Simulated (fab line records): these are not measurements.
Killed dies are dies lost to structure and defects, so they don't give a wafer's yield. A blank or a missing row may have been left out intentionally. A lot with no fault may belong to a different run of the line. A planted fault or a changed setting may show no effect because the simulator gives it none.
One fault seen from 2 desks    flow gf180mcu    each desk holds nothing but its own numbers, with what lay behind them at the end

## THE METROLOGY DESK
What the gauges read for every lot (on any tool): the sampled wafers with a number, averaged. Marked OUT: a lot whose mean sits more than 4 standard deviations from the usual mean, which makes it out of limits; the brackets give that distance.
Columns: A = V5_W_RS at GF_V5_RS_MEAS_24, usual 0.3293 ohm/sq; B = V5_W_THK at GF_V5_THK_MEAS_25, usual 343 nm
lot   first seen here  A       B
L816  day 28 01:47     0.3309  339
L817  day 28 02:53     0.3323  343
L826  day 30 19:10     0.3297  343
L828  day 31 06:01     0.3300  341
L835  day 33 02:16     0.3291  345
L837  day 33 10:54     0.3252  347
This desk's verdict: no lot among the 6 shows anything out of limits.

## TOOL OWNER'S DESK, pvdSputter-02
At GF_TOP_METAL_SPUTTER_01 (material TiN, target thk 30 nm, time 25 s) the tool's own readings: per lot run on this tool, the mean of the sampled wafers that have a number. Marked OUT: a lot whose mean sits more than 4 standard deviations from the usual mean, which makes it out of limits; the brackets give that distance.
Columns: A = cathodeDcPowerW at GF_TOP_METAL_SPUTTER_01, usual 6500.1 W; B = throttleValvePct at GF_TOP_METAL_SPUTTER_01, usual 30.1 %
lot   first seen here  A                         B
L816  day 28 03:20     6500.8                    29.3
L826  day 30 19:44     6230.4 (-99 or more) OUT  30.3
L828  day 31 06:33     6230.5 (-99 or more) OUT  30.8
This desk's verdict: out of limits on L826, L828, starting with L826 at day 30 19:44 (cathodeDcPowerW at GF_TOP_METAL_SPUTTER_01). L816 stayed within limits.

## TAKEN TOGETHER
An alarm could have come from the tool owner's desk at day 30 19:44, on L826, L828.
Nothing out of limits was seen by the metrology desk.
The metrology desk has L826, L828 on record, within its limits.
Every lot named ran GF_TOP_METAL_SPUTTER_01 on pvdSputter-02.

## WHAT THE SIMULATOR HAD INSERTED
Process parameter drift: pvdSputter-02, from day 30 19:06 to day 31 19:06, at GF_TOP_METAL_SPUTTER_01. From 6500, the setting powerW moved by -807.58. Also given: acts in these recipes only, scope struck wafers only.
Lots struck among those shown: L826, L828.
Hours from the fault's start to each desk's first reading out of limits: the tool owner's desk, 1.
